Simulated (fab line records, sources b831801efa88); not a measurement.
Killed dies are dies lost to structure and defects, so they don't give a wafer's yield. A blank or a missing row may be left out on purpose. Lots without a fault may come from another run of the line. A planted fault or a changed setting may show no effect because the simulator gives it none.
Problem report in the 8D (eight disciplines) form, filled by code | flow sky130 | the parts of the form that need people (team, actions taken, sign-off) are left out

1. THE PROBLEM
platen_rpm at SKY_VIA4_CMP_21 reads a mean of 54.00 rpm on 5 wafers of 2 lots; wafers without a fault read 60.00 rpm with a standard deviation of 0.038. That is -99 or more standard deviations from the usual mean.
The step: polishes, stops on SiO2, t overpolish 25 s, target thk 0 nm.
First seen on wafer L902.2, day 47 02:19, on cmp-01. The record holds 35 wafers of 12 lots with a number at this step. Rule for "out", or "out of limits": more than 4 standard deviations from the usual mean. The other wafers with a number count as sound.

2. WHAT IT IS AND WHAT IT IS NOT
question                    | is                     | is not
which readings at this step | platen_rpm             | motor_current_A, overpolish_run_s
which lots                  | L902, L904             | L885, L886, L887, L893, L895, L897, L898, L903, L907, L908
which wafers of those lots  | all that have a number | -
read on which tools         | cmp-01                 | cmp-02
when                        | from day 47 02:19      | up to then (21 sound wafers); but 9 sound wafers of L903, L907, L908 came after

3. SUSPECTS, AND WHAT RULES EACH OUT
Counting: a tool at a process step up to the reading stays a suspect if it ran every lot that is out and no sound lot after the first of them.
- cmp-01 at SKY_VIA4_CMP_21 (polishes, stops on SiO2, t overpolish 25 s, target thk 0 nm): kept. It ran every lot that is out, first L902 (day 47 02:19), and no sound lot after that; its last sound lot up to then is L893 (day 44 21:56). Its own readings are out on those wafers: platen_rpm.
Left after counting: cmp-01 at SKY_VIA4_CMP_21.

4. THE CAUSE (what the simulator had put in)
Process parameter drift: cmp-01, from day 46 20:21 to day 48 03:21, at SKY_VIA4_CMP_21. Setting platen_rpm, moved by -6, from 60. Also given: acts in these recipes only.
Counting left only this tool.

5. THE CHAIN OF EFFECTS, in route order
Each row: a reading whose mean over the struck wafers that have a number lies more than 3 standard deviations from the usual. Only readings for which the record gives a usual standard deviation are gone through. hours: the time from each lot's start at the first step in this table that gives one to its start at this step, as a median over the lots. sigmas: the change in usual standard deviations.
hours | step            | reading            | usual     | on struck wafers | change | sigmas
0     | SKY_VIA4_CMP_21 | platen_rpm         | 60.00 rpm | 54.00            | -6.00  | -99 or more
0     | SKY_VIA4_CMP_21 | time_to_endpoint_s | 123 s     | 138              | +15    | +3.3
The process steps in it:
- SKY_VIA4_CMP_21: polishes, stops on SiO2, t overpolish 25 s, target thk 0 nm.

6. WHAT WOULD HAVE CAUGHT IT SOONER
In this record the first reading out of limits was taken at day 47 02:19, 6 hours after the fault began at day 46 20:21.
